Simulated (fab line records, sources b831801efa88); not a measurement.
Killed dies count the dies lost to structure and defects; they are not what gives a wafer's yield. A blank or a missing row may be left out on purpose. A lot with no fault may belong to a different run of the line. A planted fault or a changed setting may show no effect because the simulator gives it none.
Matching of chambers    flow gf180mcu    GF_V1_ETCH_16 on rie_diel-04: 4 sister chambers
The step etches BARC in N2/H2. 7 wafers are shown with their chamber, then 7 later ones without.

EACH WAFER AND ITS CHAMBER
wafer   chamber  drypump_motor_current_A (A)  throttle_valve_pct (%)
L132.4  2        5.5                          13.217
L132.6  0        6.2                          13.231
L133.1  3        6.0                          13.219
L133.2  0        6.2                          13.215
L133.3  1        6.4                          13.226
L136.1  3        5.9                          13.215
L136.3  1        6.4                          13.226

WAFERS MISSING THEIR CHAMBER
wafer   drypump_motor_current_A (A)  throttle_valve_pct (%)
L136.5  6.4                          13.214
L138.1  6.1                          13.219
L138.3  6.4                          13.223
L138.5  6.1                          13.215
L150.1  5.5                          13.232
L150.4  6.1                          13.229
L150.6  5.9                          13.240

WHICH CHAMBER EACH WENT THROUGH
wafer   from the rows above      in truth
L136.5  1                        1
L138.1  can't be placed: 0 or 3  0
L138.3  1                        1
L138.5  can't be placed: 0 or 3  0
L150.1  2                        2
L150.4  can't be placed: 0 or 3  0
L150.6  3                        3
Correct placement for 4 of the 7. These rows do not allow placing 3 (true chamber among the candidates in 3). Number placed wrongly: 0.
How it was worked out, from the rows above alone: a wafer's distance from a chamber is the root of the sum, over the readings, of the square of ((its reading less the chamber's mean) divided by the reading's scatter). The wafer belongs to the nearest chamber; if the next one is less than 2 further off, it can't be placed. For every chamber, the mean is computed from those of its wafers that are shown. The scatter: take each reading less its chamber's mean, square it, sum over the shown wafers, divide by the number of wafers less the number of chambers, and take the root.
